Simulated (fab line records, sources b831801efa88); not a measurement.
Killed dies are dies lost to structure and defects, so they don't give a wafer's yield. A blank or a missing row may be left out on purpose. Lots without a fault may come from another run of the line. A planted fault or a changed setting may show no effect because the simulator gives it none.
Which tool did it? | flow sky130 | 13 lots, 39 wafers sampled, at 6 steps of a route of 708

WHAT THE GAUGES READ, wafer by wafer
SKY_LOCAL_INTERCONNECT_RS_MEAS_01: measures by four-point-probe.
lot  | measured     | on            | LOCAL_INTERCONNECT_TIN_RS (ohm/sq)
L712 | day 29 08:18 | film_metro-01 | 14.98 14.72 14.82
L713 | day 29 15:47 | film_metro-02 | 14.73 14.96 14.72
L717 | day 31 01:16 | film_metro-02 | 14.50 14.76 14.56
L718 | day 31 14:13 | film_metro-04 | 14.52 14.76 14.75
L719 | day 32 00:13 | film_metro-02 | 14.77 14.49 14.71
L720 | day 32 07:22 | film_metro-04 | 14.60 14.66 14.41
L721 | day 32 14:32 | film_metro-04 | 15.07 15.04 14.76
L722 | day 33 01:37 | film_metro-04 | 14.54 14.91 14.96
L724 | day 33 13:03 | film_metro-04 | 14.49 14.59 14.43
L728 | day 34 21:32 | film_metro-02 | 10.01 10.01 14.60 10.02 10.00 14.63
L731 | day 35 19:23 | film_metro-02 | 14.74 14.84 14.94
L732 | day 35 21:13 | film_metro-02 | 14.56 14.58 14.71
L733 | day 36 09:13 | film_metro-02 | 14.64 14.51 14.84

SKY_LOCAL_INTERCONNECT_THK_MEAS_02: measures by xrf.
lot  | measured     | on            | LOCAL_INTERCONNECT_TIN_THK (nm)
L712 | day 29 08:24 | film_metro-01 | 96.2 97.8 97.2
L713 | day 29 15:53 | film_metro-02 | 96.6 94.4 96.1
L717 | day 31 01:23 | film_metro-02 | 97.5 95.8 97.4
L718 | day 31 14:20 | film_metro-04 | 98.9 98.1 97.7
L719 | day 32 00:19 | film_metro-02 | 95.5 97.7 96.3
L720 | day 32 07:29 | film_metro-04 | 98.7 97.5 99.4
L721 | day 32 14:38 | film_metro-04 | 95.7 95.8 97.9
L722 | day 33 01:44 | film_metro-04 | 98.8 96.2 96.3
L724 | day 33 13:10 | film_metro-04 | 99.4 98.5 98.9
L728 | day 35 01:05 | film_metro-02 | 139.4 139.4 96.5 139.0 139.1 96.5
L731 | day 35 19:30 | film_metro-02 | 96.1 95.8 95.1
L732 | day 35 21:19 | film_metro-02 | 97.1 97.0 96.4
L733 | day 36 09:20 | film_metro-02 | 96.6 97.2 95.4

WHICH TOOL RAN EACH LOT (tool, then ch and the chambers of the sampled wafers, then the start)
lot  | SKY_LI_CONTACT_STRIP_16              | SKY_LI_CONTACT_SPUTTER_19    | SKY_LI_CONTACT_SPUTTER_20    | SKY_LOCAL_INTERCONNECT_SPUTTER_00
L712 | plasma_asher-01 ch 0,1, day 29 07:02 | pvd_sputter-02, day 29 07:19 | pvd_sputter-02, day 29 07:23 | pvd_sputter-03, day 29 08:11
L713 | plasma_asher-04 ch 0,1, day 29 12:53 | pvd_sputter-02, day 29 13:12 | pvd_sputter-02, day 29 13:16 | pvd_sputter-04, day 29 15:41
L717 | plasma_asher-01 ch 0,1, day 31 00:10 | pvd_sputter-02, day 31 00:28 | pvd_sputter-02, day 31 00:32 | pvd_sputter-04, day 31 01:12
L718 | plasma_asher-04 ch 0,1, day 31 13:05 | pvd_sputter-01, day 31 13:24 | pvd_sputter-01, day 31 13:28 | pvd_sputter-04, day 31 14:08
L719 | plasma_asher-04 ch 0,1, day 31 22:56 | pvd_sputter-01, day 31 23:23 | pvd_sputter-01, day 31 23:27 | pvd_sputter-04, day 32 00:07
L720 | plasma_asher-04 ch 0,1, day 32 06:04 | pvd_sputter-01, day 32 06:34 | pvd_sputter-01, day 32 06:38 | pvd_sputter-03, day 32 07:18
L721 | plasma_asher-01 ch 0,1, day 32 13:24 | pvd_sputter-04, day 32 13:41 | pvd_sputter-04, day 32 13:45 | pvd_sputter-03, day 32 14:25
L722 | plasma_asher-03 ch 0,1, day 33 00:31 | pvd_sputter-01, day 33 00:48 | pvd_sputter-01, day 33 00:53 | pvd_sputter-03, day 33 01:32
L724 | plasma_asher-03 ch 0,1, day 33 11:56 | pvd_sputter-01, day 33 12:15 | pvd_sputter-01, day 33 12:19 | pvd_sputter-04, day 33 12:59
L728 | plasma_asher-01 ch 0,1, day 34 20:16 | pvd_sputter-02, day 34 20:36 | pvd_sputter-02, day 34 20:45 | pvd_sputter-03, day 34 21:29
L731 | plasma_asher-01 ch 0,1, day 35 18:10 | pvd_sputter-02, day 35 18:27 | pvd_sputter-02, day 35 18:32 | pvd_sputter-01, day 35 19:18
L732 | plasma_asher-04 ch 0,1, day 35 20:05 | pvd_sputter-04, day 35 20:23 | pvd_sputter-04, day 35 20:28 | pvd_sputter-01, day 35 21:07
L733 | plasma_asher-04 ch 0,1, day 36 08:07 | pvd_sputter-01, day 36 08:25 | pvd_sputter-01, day 36 08:29 | pvd_sputter-04, day 36 09:10
- SKY_LI_CONTACT_STRIP_16: strips in O2/N2.
- SKY_LI_CONTACT_SPUTTER_19: material Ti, target thk 20 nm, time 106.37 s.
- SKY_LI_CONTACT_SPUTTER_20: material TiN, target thk 20 nm, time 80 s.
- SKY_LOCAL_INTERCONNECT_SPUTTER_00: material TiN, target thk 100 nm, time 83.3 s.

WHAT THE TOOLS THEMSELVES READ (means of the sampled wafers that have a number; where no wafer has one, the mark that the record gives instead)
SKY_LI_CONTACT_STRIP_16.
lot  | tool            | drypump_motor_current_A (A) | oes_product_au (a.u.) | strip_time_to_endpoint_s (s)
L712 | plasma_asher-01 | 5.9                         | 0.372                 | 3.50
L713 | plasma_asher-04 | 5.8                         | 0.373                 | 3.51
L717 | plasma_asher-01 | 6.0                         | 0.377                 | 3.52
L718 | plasma_asher-04 | 6.0                         | 0.380                 | 3.51
L719 | plasma_asher-04 | 6.0                         | 0.374                 | 3.48
L720 | plasma_asher-04 | 6.0                         | 0.379                 | 3.54
L721 | plasma_asher-01 | 5.7                         | 0.380                 | 3.52
L722 | plasma_asher-03 | 5.5                         | 0.376                 | 3.54
L724 | plasma_asher-03 | 5.7                         | 0.380                 | 3.54
L728 | plasma_asher-01 | 5.7                         | 0.377                 | 3.51
L731 | plasma_asher-01 | 6.0                         | 0.374                 | 3.52
L732 | plasma_asher-04 | 5.8                         | 0.377                 | 3.45
L733 | plasma_asher-04 | 5.8                         | 0.381                 | 3.55

SKY_LI_CONTACT_SPUTTER_19.
lot  | tool           | throttle_valve_pct (%)
L712 | pvd_sputter-02 | 31.1
L713 | pvd_sputter-02 | 30.7
L717 | pvd_sputter-02 | 31.2
L718 | pvd_sputter-01 | 31.7
L719 | pvd_sputter-01 | 30.6
L720 | pvd_sputter-01 | 30.5
L721 | pvd_sputter-04 | 31.3
L722 | pvd_sputter-01 | 30.9
L724 | pvd_sputter-01 | 30.5
L728 | pvd_sputter-02 | 30.7
L731 | pvd_sputter-02 | 30.6
L732 | pvd_sputter-04 | 31.5
L733 | pvd_sputter-01 | 31.7

SKY_LI_CONTACT_SPUTTER_20.
lot  | tool           | throttle_valve_pct (%)
L712 | pvd_sputter-02 | 31.3
L713 | pvd_sputter-02 | 30.5
L717 | pvd_sputter-02 | 31.2
L718 | pvd_sputter-01 | 31.8
L719 | pvd_sputter-01 | 30.7
L720 | pvd_sputter-01 | 30.6
L721 | pvd_sputter-04 | 31.2
L722 | pvd_sputter-01 | 30.9
L724 | pvd_sputter-01 | 30.5
L728 | pvd_sputter-02 | 30.8
L731 | pvd_sputter-02 | 30.7
L732 | pvd_sputter-04 | 31.5
L733 | pvd_sputter-01 | 31.7

SKY_LOCAL_INTERCONNECT_SPUTTER_00.
lot  | tool           | throttle_valve_pct (%)
L712 | pvd_sputter-03 | 30.6
L713 | pvd_sputter-04 | 30.1
L717 | pvd_sputter-04 | 30.2
L718 | pvd_sputter-04 | 31.7
L719 | pvd_sputter-04 | 30.2
L720 | pvd_sputter-03 | 30.3
L721 | pvd_sputter-03 | 30.7
L722 | pvd_sputter-03 | 30.5
L724 | pvd_sputter-04 | 32.2
L728 | pvd_sputter-03 | 30.6
L731 | pvd_sputter-01 | 29.9
L732 | pvd_sputter-01 | 29.7
L733 | pvd_sputter-04 | 31.3

THE ANSWER, worked out from the rows above alone
Rule: what is usual is taken from the lots themselves. Put in order of their means at a reading, lots are off if they are a third of the lots or fewer, leave a main group of 4 or more, and stand apart from it by a gap of 3 or more times the standard deviation of the main group's means; of several such gaps the widest counts. A main group whose means are all the same, to the digits that the tables above print for the reading, isn't used. A lot without any number at a reading at which 4 lots or more have one is off too. The other lots that the step has rows for count as sound. The gauges are gone through in route order, then the tools' own readings, and for those a lot's mean is taken as printed above. The first step at which some lot is off is used, and at that step the reading that is off furthest; a lot without a number counts as furthest.
Off: L728, at SKY_LOCAL_INTERCONNECT_RS_MEAS_01 (LOCAL_INTERCONNECT_TIN_RS). The main group: mean 14.71 ohm/sq, standard deviation 0.13.
A tool fits if, at a process step before that reading, it ran every lot that is off, and no sound lot after the first of them. The gauges at SKY_LOCAL_INTERCONNECT_RS_MEAS_01 are tried like those tools. One fits: pvd_sputter-03 at SKY_LOCAL_INTERCONNECT_SPUTTER_00. Its last sound lot is L722 (day 33 01:32), its first lot that is off L728 (day 34 21:29): a fault that began between those two fits.

WHAT THE SIMULATOR HAD PUT IN
Process parameter drift: pvd_sputter-03, from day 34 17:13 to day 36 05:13, at SKY_LOCAL_INTERCONNECT_SPUTTER_00. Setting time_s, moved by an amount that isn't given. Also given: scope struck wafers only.
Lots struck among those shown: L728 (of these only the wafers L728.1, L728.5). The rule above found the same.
